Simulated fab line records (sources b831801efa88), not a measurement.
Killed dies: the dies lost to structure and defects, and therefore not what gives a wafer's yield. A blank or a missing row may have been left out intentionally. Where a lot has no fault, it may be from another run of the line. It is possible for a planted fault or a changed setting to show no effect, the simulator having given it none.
Split-lot trial -- flow sfqLine -- route with 325 steps; 5 lots, 23 wafers read

== THE SPLIT ==
At SFQ_TRILAYER_M6_LITHO_PEB_162 (peb time 60 s), the setting pebTimeS was moved away from the recipe's 60 s on 11 of the 23 wafers read, by -14.0% to -4.5%. This setting was run at the recipe's value on the other wafers.

== FROM THE SPLIT TO THE READING: what the file shows between them, 2 steps ==
- SFQ_TRILAYER_M6_LITHO_DEVELOP_161: time 60 s
- SFQ_TRILAYER_M6_BARC_OPEN_METAL_ETCH_206: etches BARC in O2, target depth 125 nm, time 41.7 s

== THE READING ==
M6.cdNm (the simulator's own value, which no gauge read), in nm, at SFQ_TRILAYER_M6_ETCH_METAL_ETCH_162 (etches Nb in Cl2/Ar, stops on SiO2, target depth 240 nm, time 120 s). The file gives no usual value for it. Here, 12 wafers ran the recipe; their average is 499.9 nm with a standard deviation of 1.7 nm.

wafer,"tool, chamber at the split","pebTimeS as run, s",against the recipe,"M6.cdNm, nm",against lot-mates on the recipe
L074.1,"lithoTrack-01, 0",56.43,-5.9%,504.3,+5.7
L074.2,"lithoTrack-01, 0",56.43,-5.9%,507,+8.4
L074.3,"lithoTrack-01, 0",60,recipe,498.9,-
L074.4,"lithoTrack-01, 0",56.43,-5.9%,503.4,+4.8
L074.6,"lithoTrack-01, 0",60,recipe,498.3,-
L075.3,"lithoTrack-04, 0",60,recipe,496.8,-
L075.4,"lithoTrack-04, 0",60,recipe,500.2,-
L075.5,"lithoTrack-04, 0",60,recipe,500.1,-
L076.2,"lithoTrack-01, 0",60,recipe,500.9,-
L076.3,"lithoTrack-01, 0",51.57,-14.0%,523.1,+21.7
L076.4,"lithoTrack-01, 0",51.57,-14.0%,525.2,+23.8
L076.5,"lithoTrack-01, 0",60,recipe,502,-
L076.6,"lithoTrack-01, 0",51.57,-14.0%,522.4,+20.9
L077.1,"lithoTrack-01, 0",60,recipe,501.9,-
L077.3,"lithoTrack-01, 0",52.02,-13.3%,523.1,+20.8
L077.4,"lithoTrack-01, 0",52.02,-13.3%,521.7,+19.4
L077.5,"lithoTrack-01, 0",52.02,-13.3%,524,+21.7
L077.6,"lithoTrack-01, 0",60,recipe,502.7,-
L083.2,"lithoTrack-04, 0",57.3,-4.5%,505.5,+6.3
L083.3,"lithoTrack-04, 0",60,recipe,500.1,-
L083.4,"lithoTrack-04, 0",57.3,-4.5%,505.8,+6.6
L083.5,"lithoTrack-04, 0",60,recipe,499.3,-
L083.6,"lithoTrack-04, 0",60,recipe,498.1,-

THE FIT
A straight line over all 23 wafers: M6.cdNm changes by -1.68 nm for each +1% of pebTimeS; r = -0.97; the points scatter about the line by 2.4 nm.
The same after taking each lot's own level away (the mean of its wafers on the recipe; 23 wafers): -1.55 nm for each +1%; r = -0.99; scatter 1.5 nm.
That fit puts the effect of the largest move of pebTimeS on the reading at 22 nm.
The lots' own levels span 498.60 to 502.30 nm, that is 2.2 times the standard deviation above.
Consequently the slope shifts little with the lot-to-lot level, the two slopes agreeing.
Check: +21.3 nm against its lot-mates is what the line predicts for one of the wafers moved furthest among these (-14.0%) when that wafer is left out of the fit. Against them it came out at +21.7 nm.

== OTHER SPLITS ON THESE WAFERS ==
Other splits were also applied to these wafers ahead of the reading. Each is held against what the fit with the lots' levels taken away leaves over:
other split on the same wafers,wafers away from the commonest value,r with M6.cdNm (lot level and that fit taken away)
SFQ_TRILAYER_I5_BARC_OPEN_VIA_ETCH_200 sourceW,7,+0.11
SFQ_TRILAYER_C5_LITHO_COAT_156 resistThkNm,8,+0.05
SFQ_TRILAYER_M6_DEP_SPUTTER_157 powerW,11,+0.07

== THE WHOLE CHAIN: every reading that the file lists as answering this split, in the file's order ==
step,what it does,reading,change (the file's fit),r (the file's)
SFQ_TRILAYER_M6_BARC_OPEN_METAL_ETCH_206,"etches BARC in O2, target depth 125 nm, time 41.7 s","M6.cdNm (the simulator's own value, which no gauge read)",-1.55 nm for each +1% of the setting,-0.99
SFQ_TRILAYER_M6_ETCH_METAL_ETCH_162,"etches Nb in Cl2/Ar, stops on SiO2, target depth 240 nm, time 120 s","M6.cdNm (the simulator's own value, which no gauge read)",-1.52 nm for each +1% of the setting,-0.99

== THE FILE'S OWN FIT ==
M6.cdNm changes by -1.52 nm for each +1% of pebTimeS, r = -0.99.
